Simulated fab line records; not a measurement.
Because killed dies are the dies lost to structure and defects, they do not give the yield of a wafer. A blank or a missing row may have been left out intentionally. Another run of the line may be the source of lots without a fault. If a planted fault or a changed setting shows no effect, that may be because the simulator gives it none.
Which tool did it? + flow gf180mcu + 6 lots with 18 wafers sampled at 2 steps, on a route of 602 steps

WHAT EACH GAUGE READ, for each wafer
GF_DUAL_GATE_THK_MEAS_03.
| lot  | measured     | on            | DUAL_GATE_OXIDATION_00_THK (nm) |
|------|--------------|---------------|---------------------------------|
| L990 | day 8 04:21  | film-metro-03 | 10.80 10.92 10.94               |
| L998 | day 10 12:01 | film-metro-03 | 11.95 11.86 11.90               |
| L102 | day 11 12:38 | film-metro-02 | 10.78 10.75 10.65               |
| L105 | day 12 00:17 | film-metro-03 | 10.37 10.56 10.30               |
| L109 | day 13 07:17 | film-metro-02 | 10.90 10.89 11.01               |
| L111 | day 13 21:58 | film-metro-02 | 10.87 10.98 11.08               |

EACH LOT AND THE TOOL THAT RAN IT (in order: tool; ch and the chambers of the sampled wafers; start)
| lot  | GF_DUAL_GATE_OXIDATION_02     |
|------|-------------------------------|
| L990 | furnace-01 ch 0, day 8 02:55  |
| L998 | furnace-01 ch 0, day 10 10:34 |
| L102 | furnace-02 ch 0, day 11 11:11 |
| L105 | furnace-02 ch 0, day 11 22:50 |
| L109 | furnace-02 ch 0, day 13 05:50 |
| L111 | furnace-01 ch 0, day 13 20:31 |
- GF_DUAL_GATE_OXIDATION_02: stabilise 600 s, purge 300 s, target thk 10.887 nm.

THE ANSWER, worked out from the rows above alone
Rule: usual is defined by the lots themselves. The widest of any qualifying gaps counts: lots, ordered by their means at a reading, are off when they make up no more than a third of the lots, leave a main group of 4 or more, and stand apart from it by 3 or more times the standard deviation of that group's means. A main group whose means are all the same, to the digits that the tables above print for the reading, isn't used. Also off: a lot with no number at a reading for which 4 or more lots have one. Where the step has rows for the other lots, those lots are counted as sound.
Off: L998, at GF_DUAL_GATE_THK_MEAS_03 (DUAL_GATE_OXIDATION_00_THK). Main group: mean 10.79 nm, sd 0.21.
If a tool, at a process step before that reading, ran all the lots that are off and no sound lot after the first of them, it fits. Those tools and the gauges at GF_DUAL_GATE_THK_MEAS_03 are tried in the same way. No candidate that was tried fits.

WHAT THE SIMULATOR PUT IN
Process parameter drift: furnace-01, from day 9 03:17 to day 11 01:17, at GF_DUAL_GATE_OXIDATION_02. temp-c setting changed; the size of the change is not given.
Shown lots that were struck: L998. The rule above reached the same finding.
